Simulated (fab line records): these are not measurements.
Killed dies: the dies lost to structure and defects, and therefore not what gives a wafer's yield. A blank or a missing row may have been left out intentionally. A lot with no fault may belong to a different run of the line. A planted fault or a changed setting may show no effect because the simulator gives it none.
The tool behind it: which one?    flow gf180mcu    13 lots with 39 wafers sampled at 5 steps, on a route of 602 steps

== WHAT THE GAUGES READ, wafer by wafer ==
GF_STI_THK_MEAS_22.
lot   measured     on            STI_OXIDATION_01_THK (nm)
L369  day 2 03:47  filmMetro-04  14.4 14.7 14.6
L370  day 2 09:29  filmMetro-04  14.2 14.1 14.1
L371  day 2 14:23  filmMetro-04  15.2 15.2 14.9
L372  day 2 19:32  filmMetro-02  14.2 14.1 14.4
L375  day 3 11:26  filmMetro-04  14.2 13.9 14.3
L376  day 3 17:08  filmMetro-04  15.1 15.0 14.9
L378  day 4 02:08  filmMetro-03  14.7 14.8 14.6
L379  day 4 09:04  filmMetro-02  14.8 14.8 14.9
L380  day 4 13:11  filmMetro-04  14.6 14.8 14.9
L383  day 5 03:53  filmMetro-03  14.9 14.7 14.9
L385  day 5 14:53  filmMetro-02  14.4 14.6 14.4
L387  day 6 01:28  filmMetro-04  15.2 15.1 15.2
L390  day 6 16:58  filmMetro-03  15.2 15.0 14.9

GF_MVPSD_OVL_MEAS_07.
lot   measured      on          MVPSD_OVL (nm)
L369  day 5 01:05   overlay-02  -1.9 -1.9 -1.8
L370  day 5 07:58   overlay-01  -1.9 0.1 0.3
L371  day 5 16:05   overlay-02  0.2 -1.5 -1.0
L372  day 5 19:32   overlay-01  1.8 1.7 0.3
L375  day 6 16:32   overlay-01  0.5 0.7 1.3
L376  day 6 23:46   overlay-02  -3.3 -1.5 -1.3
L378  day 7 11:43   overlay-02  -0.6 -1.6 2.4
L379  day 7 16:20   overlay-02  0.7 -1.1 1.0
L380  day 7 20:50   overlay-01  -1.9 -0.3 0.2
L383  day 8 15:31   overlay-02  0.0 -0.1 -0.5
L385  day 9 03:07   overlay-01  337.0 334.0 335.0
L387  day 9 13:49   overlay-01  332.4 332.2 334.4
L390  day 10 05:49  overlay-02  0.0 0.9 -0.5

GF_POLY_GATE_THK_MEAS_17.
lot   measured      on            POLY_GATE_OXIDATION_THK (nm)
L369  day 9 09:38   filmMetro-02  3.97 3.95 4.02
L370  day 9 19:25   filmMetro-04  4.07 4.02 4.02
L371  day 10 02:42  filmMetro-02  3.93 3.94 3.92
L372  day 10 12:01  filmMetro-01  3.98 4.02 3.96
L375  day 11 13:02  filmMetro-02  3.95 3.93 4.02
L376  day 12 03:46  filmMetro-02  3.96 3.96 4.09
L378  day 12 07:20  filmMetro-01  4.20 4.16 4.12
L379  day 12 16:25  filmMetro-01  4.02 4.07 4.02
L380  day 12 17:53  filmMetro-01  4.03 4.01 4.01
L383  day 13 17:51  filmMetro-01  4.14 4.06 4.07
L385  day 14 07:58  filmMetro-04  4.03 4.06 4.12
L387  day 14 18:53  filmMetro-02  3.92 3.99 3.99
L390  day 15 12:55  filmMetro-01  4.04 4.03 4.06

== WHAT TOOL EACH LOT RAN ON (gives the tool, then ch and the chambers of the sampled wafers, and finally the start) ==
lot   GF_MVPSD_EXPOSE_04                 GF_DUAL_GATE_STRIP_13
L369  ilineStepper-02 ch 0, day 4 17:40  plasmaAsher-01 ch 0,1, day 8 10:59
L370  ilineStepper-01 ch 0, day 5 00:51  plasmaAsher-02 ch 0,1, day 8 18:47
L371  ilineStepper-02 ch 0, day 5 08:33  plasmaAsher-04 ch 0,1, day 9 03:32
L372  ilineStepper-01 ch 0, day 5 12:23  plasmaAsher-01 ch 0,1, day 9 08:14
L375  ilineStepper-02 ch 0, day 6 09:04  plasmaAsher-04 ch 0,1, day 10 09:23
L376  ilineStepper-02 ch 0, day 6 15:58  plasmaAsher-01 ch 0,1, day 11 01:01
L378  ilineStepper-01 ch 0, day 7 04:22  plasmaAsher-04 ch 0,1, day 11 08:12
L379  ilineStepper-02 ch 0, day 7 08:55  plasmaAsher-01 ch 0,1, day 11 14:53
L380  ilineStepper-02 ch 0, day 7 13:13  plasmaAsher-04 ch 0,1, day 11 15:10
L383  ilineStepper-02 ch 0, day 8 07:27  plasmaAsher-02 ch 0,1, day 12 12:46
L385  ilineStepper-02 ch 0, day 8 18:29  plasmaAsher-02 ch 0,1, day 13 04:17
L387  ilineStepper-02 ch 0, day 9 05:42  plasmaAsher-04 ch 0,1, day 13 13:26
L390  ilineStepper-01 ch 0, day 9 22:13  plasmaAsher-02 ch 0,1, day 14 08:32
- GF_MVPSD_EXPOSE_04: exposes mask MVPSD, target cd 1000 nm.
- GF_DUAL_GATE_STRIP_13: strips in O2/N2.

== WHAT THE TOOLS THEMSELVES READ (means of the sampled wafers that have a number; where no wafer has one, the mark that the record gives instead) ==
GF_DUAL_GATE_STRIP_13.
lot   tool            drypumpMotorCurrentA (A)  heaterPowerW (W)  oesProductAu (a.u.)  stripTimeToEndpointS (s)
L369  plasmaAsher-01  6.1                       359               0.719                12.59
L370  plasmaAsher-02  6.2                       289               0.719                12.59
L371  plasmaAsher-04  6.1                       335               0.717                12.64
L372  plasmaAsher-01  6.0                       351               0.715                12.62
L375  plasmaAsher-04  6.0                       339               0.720                12.58
L376  plasmaAsher-01  6.1                       355               0.721                12.67
L378  plasmaAsher-04  6.1                       342               0.718                12.61
L379  plasmaAsher-01  5.7                       344               0.716                12.63
L380  plasmaAsher-04  5.9                       346               0.715                12.69
L383  plasmaAsher-02  6.3                       288               0.713                12.63
L385  plasmaAsher-02  6.3                       291               0.718                12.67
L387  plasmaAsher-04  5.9                       353               0.718                12.62
L390  plasmaAsher-02  6.2                       289               0.715                12.63

== THE ANSWER, worked out from the rows above alone ==
Rule: usual is defined by the lots themselves. The widest of any qualifying gaps counts: lots, ordered by their means at a reading, are off when they make up no more than a third of the lots, leave a main group of 4 or more, and stand apart from it by 3 or more times the standard deviation of that group's means. The tables above print the reading to a certain number of digits; a main group whose means all agree to those digits is not used. A lot without any number at a reading at which 4 lots or more have one is off too. Any other lot the step has rows for is counted as sound. First the gauges in route order, then the tools' own readings, where a lot's mean is used as printed above. At the first step where some lot is off, the reading lying furthest off is the one used; lots without a number count as furthest.
Off: L385, L387, seen at GF_MVPSD_OVL_MEAS_07 (MVPSD_OVL). The main group has a mean of -0.3 nm with a standard deviation of 0.96.
A tool fits if, at a process step before that reading, it ran every lot that is off, and no sound lot after the first of them. The gauges at GF_MVPSD_OVL_MEAS_07 are tried like those tools. Can't be told from this: 2 tools fit, ilineStepper-02 at GF_MVPSD_EXPOSE_04, overlay-01 at GF_MVPSD_OVL_MEAS_07.

== WHAT HAD BEEN PUT IN BY THE SIMULATOR ==
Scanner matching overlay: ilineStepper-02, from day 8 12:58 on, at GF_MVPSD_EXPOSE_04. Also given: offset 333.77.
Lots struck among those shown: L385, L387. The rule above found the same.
